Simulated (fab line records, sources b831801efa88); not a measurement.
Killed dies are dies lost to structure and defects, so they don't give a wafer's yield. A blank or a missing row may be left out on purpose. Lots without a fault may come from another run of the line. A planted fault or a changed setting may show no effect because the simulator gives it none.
Chamber matching | flow sfq_line | SFQ_TRILAYER_I3_CMP_CMP_082 on cmp-01: 4 sister chambers
The step polishes SiO2. 16 wafers are shown with their chamber, then 8 later ones without.

WAFERS WITH THEIR CHAMBER
wafer  | chamber | motor_current_A (A) | time_to_endpoint_s (s) | head_pressure_psi (psi)
L994.3 | 2       | 9.2                 | 217                    | 3.012
L994.1 | 0       | 8.9                 | 222                    | 2.994
L994.5 | 2       | 8.9                 | 219                    | 3.012
L995.4 | 2       | 9.4                 | 215                    | 3.002
L995.3 | 1       | 8.9                 | 219                    | 2.993
L995.6 | 2       | 9.2                 | 223                    | 3.003
L996.2 | 1       | 9.2                 | 203                    | 2.985
L996.4 | 2       | 9.4                 | 211                    | 3.008
L996.3 | 0       | 9.0                 | 216                    | 3.009
L997.1 | 0       | 8.8                 | 217                    | 3.003
L997.3 | 3       | 10.0                | 218                    | 3.013
L997.4 | 1       | 8.9                 | 216                    | 3.016
L109.2 | 2       | 9.3                 | 212                    | 3.004
L109.3 | 1       | 9.1                 | 200                    | 3.000
L109.4 | 0       | 8.6                 | 218                    | 2.996
L111.2 | 3       | 10.3                | 200                    | 2.996

SIGNATURES (means of the wafers above)
reading            | chamber 0 | chamber 1 | chamber 2 | chamber 3 | scatter within a chamber
motor_current_A    | 8.825     | 9.025     | 9.233     | 10.150    | 0.176
time_to_endpoint_s | 218.25    | 209.50    | 216.17    | 209.00    | 6.76
head_pressure_psi  | 3.00050   | 2.99850   | 3.00683   | 3.00450   | 0.0087
Rule: a wafer's distance from a chamber is the root of the sum, over the readings, of the square of ((its reading less the chamber's mean) divided by the reading's scatter). The wafer belongs to the nearest chamber; if the next one is less than 2 further off, it can't be placed. The scatter: the root of (the sum of the squares of (reading less its chamber's mean) over the shown wafers, divided by (wafers less chambers)).

WAFERS WITHOUT THEIR CHAMBER
wafer  | motor_current_A (A) | time_to_endpoint_s (s) | head_pressure_psi (psi)
L111.5 | 9.0                 | 201                    | 2.999
L111.6 | 10.2                | 206                    | 2.996
L114.2 | 9.0                 | 211                    | 2.992
L114.3 | 10.3                | 204                    | 2.992
L114.5 | 9.6                 | 213                    | 3.003
L115.2 | 9.6                 | 213                    | 2.997
L115.4 | 10.1                | 214                    | 3.002
L115.6 | 9.3                 | 220                    | 2.998

WHICH CHAMBER EACH WENT THROUGH
wafer  | from the rows above          | in truth
L111.5 | can't be placed: 1 or 0 or 2 | 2
L111.6 | 3                            | 3
L114.2 | can't be placed: 1 or 0 or 2 | 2
L114.3 | 3                            | 3
L114.5 | can't be placed: 2 or 3 or 1 | 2
L115.2 | can't be placed: 2 or 3 or 1 | 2
L115.4 | 3                            | 3
L115.6 | can't be placed: 2 or 1 or 0 | 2
Placed correctly: 3 of 8. Can't be placed from these rows: 5 (the true chamber is among the candidates in 5). Placed wrongly: 0.
